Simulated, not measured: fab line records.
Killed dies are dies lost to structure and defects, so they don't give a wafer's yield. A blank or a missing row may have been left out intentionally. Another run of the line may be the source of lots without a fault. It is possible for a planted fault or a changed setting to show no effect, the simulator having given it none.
Which of the tools did it? | flow gf180mcu | 36 wafers from 12 lots sampled at 4 of the route's 602 steps

WHAT THE GAUGES READ, wafer by wafer
GF_MIM_THK_MEAS_06. Usual: MIM_CVD_05_THK 42.0 nm, standard deviation 0.46.
lot  | measured     | on            | MIM_CVD_05_THK (nm) | flag
L283 | day 24 12:07 | film metro-03 | 41.3 42.5 42.7      |
L284 | day 24 20:27 | film metro-03 | 41.7 42.2 42.6      |
L285 | day 24 22:27 | film metro-01 | 41.9 42.8 42.5      |
L286 | day 25 14:53 | film metro-01 | 41.4 41.8 42.3      |
L290 | day 26 14:46 | film metro-03 | 41.7 41.9 42.0      |
L292 | day 27 05:17 | film metro-01 | 42.0 42.0 41.9      |
L297 | day 29 02:50 | film metro-04 | 41.4 41.9 41.9      |
L298 | day 29 08:42 | film metro-03 | 41.6 42.7 42.3      |
L299 | day 29 15:49 | film metro-01 | 41.2 42.2 41.7      |
L300 | day 29 19:55 | film metro-03 | 42.0 42.3 42.5      |
L305 | day 31 11:51 | film metro-03 | 41.0 41.2 40.8      |
L306 | day 31 15:07 | film metro-04 | 41.8 42.0 41.9      |

GF_TOP_METAL_RS_MEAS_05: the measuring method here is four-point-probe. Usual: TOP_METAL_ALCU_RS 0.0326 ohm/sq, standard deviation 0.00036.
lot  | measured     | on            | TOP_METAL_ALCU_RS (ohm/sq) | flag
L283 | day 27 07:15 | film metro-02 | 0.0330 0.0332 0.0331       |
L284 | day 27 14:29 | film metro-01 | 0.0327 0.0326 0.0330       |
L285 | day 27 15:34 | film metro-02 | 0.0324 0.0322 0.0321       |
L286 | day 28 08:14 | film metro-01 | 0.0330 0.0329 0.0328       |
L290 | day 29 05:46 | film metro-01 | 0.0321 0.0320 0.0322       |
L292 | day 29 19:07 | film metro-03 | 0.0321 0.0320 0.0323       |
L297 | day 31 13:37 | film metro-01 | 0.0324 0.0326 0.0326       |
L298 | day 31 19:10 | film metro-03 | 0.0322 0.0323 0.0327       |
L299 | day 32 00:14 | film metro-03 | 0.0326 0.0324 0.0328       |
L300 | day 32 03:26 | film metro-02 | 0.0325 0.0329 0.0326       |
L305 | day 33 16:04 | film metro-03 | 0.0320 0.0321 0.0319       |
L306 | day 33 18:53 | film metro-03 | 0.0324 0.0326 0.0327       |

TOOL THAT RAN EACH LOT (tool first, then ch and the chambers of the sampled wafers, then the start)
lot  | GF_STI_CMP_25                | GF_TOP_METAL_SPUTTER_02
L283 | cmp-02 ch 0,2, day 2 03:11   | pvd sputter-01, day 27 07:10
L284 | cmp-02 ch 1,2, day 2 07:56   | pvd sputter-01, day 27 14:23
L285 | cmp-01 ch 0,1,2, day 2 14:58 | pvd sputter-03, day 27 15:27
L286 | cmp-02 ch 0,2,3, day 2 19:33 | pvd sputter-01, day 28 08:08
L290 | cmp-01 ch 1,2,3, day 3 15:11 | pvd sputter-04, day 29 05:40
L292 | cmp-02 ch 0,2, day 4 01:32   | pvd sputter-01, day 29 19:01
L297 | cmp-02 ch 0,1,3, day 5 06:55 | pvd sputter-03, day 31 13:29
L298 | cmp-02 ch 1,2, day 5 10:58   | pvd sputter-04, day 31 19:05
L299 | cmp-02 ch 2,3, day 5 16:53   | pvd sputter-04, day 32 00:07
L300 | cmp-02 ch 0,2,3, day 5 20:35 | pvd sputter-01, day 32 03:19
L305 | cmp-01 ch 2,3, day 7 01:41   | pvd sputter-04, day 33 15:59
L306 | cmp-01 ch 1,2, day 7 07:13   | pvd sputter-03, day 33 18:47
- GF_STI_CMP_25: polishes, stops on Si3N4, t overpolish 33 s, target thk 524.6 nm.
- GF_TOP_METAL_SPUTTER_02: material AlCu, target thk 900 nm, time 47.82 s.

WHAT THE TOOLS THEMSELVES READ (means of the sampled wafers that have a number; where no wafer has one, the mark that the record gives instead)
GF_STI_CMP_25. Usual: edge zone pressure frac 1.000, standard deviation 0.0052; head pressure psi 4.001 psi, standard deviation 0.0083; motor current A 11.7 A, standard deviation 1.3; overpolish run s 32.999 s, standard deviation 0.009; platen rpm 60.00 rpm, standard deviation 0.045; time to endpoint s 121 s, standard deviation 3.1.
lot  | tool   | edge zone pressure frac | head pressure psi (psi) | motor current A (A) | overpolish run s (s) | platen rpm (rpm) | time to endpoint s (s) | flag
L283 | cmp-02 | 1.005                   | 4.005                   | 12.8                | 32.995               | 59.99            | 120                    |
L284 | cmp-02 | 1.001                   | 4.001                   | 11.7                | 33.006               | 60.01            | 120                    |
L285 | cmp-01 | 1.005                   | 4.005                   | 12.6                | 32.999               | 59.97            | 121                    |
L286 | cmp-02 | 1.003                   | 3.992                   | 12.3                | 32.994               | 59.97            | 126                    |
L290 | cmp-01 | 0.998                   | 3.999                   | 11.4                | 33.002               | 60.01            | 123                    |
L292 | cmp-02 | 1.004                   | 4.001                   | 12.4                | 33.010               | 60.02            | 119                    |
L297 | cmp-02 | 1.000                   | 4.009                   | 11.6                | 32.999               | 60.00            | 122                    |
L298 | cmp-02 | 1.004                   | 4.011                   | 11.7                | 32.999               | 60.03            | 123                    |
L299 | cmp-02 | 0.996                   | 4.003                   | 11.5                | 32.993               | 60.02            | 119                    |
L300 | cmp-02 | 1.001                   | 3.999                   | 12.2                | 33.005               | 59.97            | 121                    |
L305 | cmp-01 | 0.997                   | 4.010                   | 9.9                 | 32.999               | 60.05            | 120                    |
L306 | cmp-01 | 1.001                   | 4.008                   | 12.6                | 32.997               | 60.02            | 122                    |

GF_TOP_METAL_SPUTTER_02. Usual: throttle valve pct 29.7 %, standard deviation 0.95.
lot  | tool           | throttle valve pct (%) | flag
L283 | pvd sputter-01 | 29.9                   |
L284 | pvd sputter-01 | 30.4                   |
L285 | pvd sputter-03 | 29.3                   |
L286 | pvd sputter-01 | 30.1                   |
L290 | pvd sputter-04 | 29.5                   |
L292 | pvd sputter-01 | 30.1                   |
L297 | pvd sputter-03 | 29.0                   |
L298 | pvd sputter-04 | 29.4                   |
L299 | pvd sputter-04 | 28.9                   |
L300 | pvd sputter-01 | 30.7                   |
L305 | pvd sputter-04 | 30.3                   |
L306 | pvd sputter-03 | 29.3                   |

THE ANSWER, worked out from the rows above alone
Rule: take the mean of a lot's wafers that have a number; if it is more than 3 standard deviations from the usual mean, the lot is off. A lot without any number at a reading at which 4 lots or more have one is off too. The other lots that the step has rows for count as sound. First the gauges in route order, then the tools' own readings, where a lot's mean is used as printed above. The first step at which some lot is off is used, and at that step the reading that is off furthest; a lot without a number counts as furthest.
No lot is off at any reading shown: from this, nothing can be told.

WHAT HAD BEEN PUT IN BY THE SIMULATOR
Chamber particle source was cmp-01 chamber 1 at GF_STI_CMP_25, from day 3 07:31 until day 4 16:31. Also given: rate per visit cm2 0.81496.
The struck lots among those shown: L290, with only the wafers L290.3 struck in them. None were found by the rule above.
